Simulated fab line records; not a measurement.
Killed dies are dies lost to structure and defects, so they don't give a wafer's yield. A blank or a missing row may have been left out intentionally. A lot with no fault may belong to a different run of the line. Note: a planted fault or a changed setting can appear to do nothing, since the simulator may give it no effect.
A lot that was struck, set against a sound lot | flow sky130 | 15 out of 708 route steps
Sound: these wafers, L544.1, L544.2, L544.4. Struck: wafers L558.2, L558.5, L558.6. Last of all comes the cause.
Per side, at each step with rows, come the tool, then ch with its chambers, and then its first start. Under that, the readings that differ: sound wafers | struck wafers | difference of the means | sigmas: that difference in standard deviations of wafers without a fault.
alike: a reading whose means differ by less than 2 such deviations, as well as words and numbers matching on both sides. not compared: withheld readings; readings where some wafer has no value; bounds like >300 that might hide an equal value; numbers whose values overlap and for which the record gives no deviation.
Wherever a step has rows on one side only, a row that says differs or no value, or a row with sigmas, the two part there. Numbers that have no deviation but don't overlap get no sigmas and don't part them. A reading that every wafer of one side lacks parts them only if that side has two wafers or more.

first, 3 steps without rows for these wafers: SKY_LDD_LDN_EXPOSE_04 (exposes mask LDNTM, target cd 700 nm); SKY_LDD_LDN_PEB_05; SKY_LDD_LDN_DEVELOP_06 (develop time 60 s).
SKY_LDD_LDN_OVL_MEAS_07:
  sound on overlay-02, day 22 23:39; struck on overlay-02, day 28 10:06
  alike: LDD_LDN_OVL
then, 4 steps without rows for these wafers: SKY_LDD_LDN_IMPLANT_08; SKY_LDD_LDN_IMPLANT_09; SKY_LDD_LDN_IMPLANT_10; SKY_LDD_LDN_IMPLANT_11.
SKY_LDD_LDN_STRIP_12: strips in O2/N2.
  sound on plasma-asher-01 ch 0,1, day 23 00:17; struck on plasma-asher-01 ch 0,1, day 28 10:44
  reading                      | sound             | struck            | difference | sigmas
  strip-time-to-endpoint-s (s) | 14.23 14.23 14.22 | 14.14 14.15 14.12 | -0.09      | -2
  alike: drypump-motor-current-A, oes-product-au
  not compared: rf-hours-counter-h
SKY_LDD_LDN_TW_MEAS_13:
  sound on film-metro-02, day 23 00:23; struck on film-metro-01, day 28 10:50
  alike: LDD_LDN_TW
then, 2 steps without rows for these wafers: SKY_LDD_LDN_CLEAN_14 (cleans in SC1/SC2, time 150 s); SKY_SPACER_CVD_00 (deposits Si3N4 from DCS/NH3, target thk 43.1 nm, time 740 s).
SKY_SPACER_THK_MEAS_01:
  sound on film-metro-03, day 23 02:09; struck on film-metro-03, day 28 12:58
  reading                | sound          | struck         | difference | sigmas
  SPACER_CVD_00_THK (nm) | 43.1 43.0 43.3 | 44.4 44.2 44.5 | +1.2       | +4
SKY_SPACER_ETCHBACK_02: etches Si3N4 in CH3F/O2, stops on SiO2, time 46.7 s, target depth 45 nm.
  sound on rie-diel-03 ch 1,2,3, day 23 02:13; struck on rie-diel-02 ch 0,1,2, day 28 13:01
  alike: drypump-motor-current-A, oes-product-au, throttle-valve-pct
  not compared: rf-hours-counter-h
SKY_PAD_OPEN_PROBE_99:
  the record has rows for the sound wafers here (prober-01, day 45 20:10) and none for the struck ones

## WHERE THEY PART
Last at SKY_PAD_OPEN_PROBE_99 as far as this record goes, first at SKY_LDD_LDN_STRIP_12.

WHY: the cause the simulator had injected
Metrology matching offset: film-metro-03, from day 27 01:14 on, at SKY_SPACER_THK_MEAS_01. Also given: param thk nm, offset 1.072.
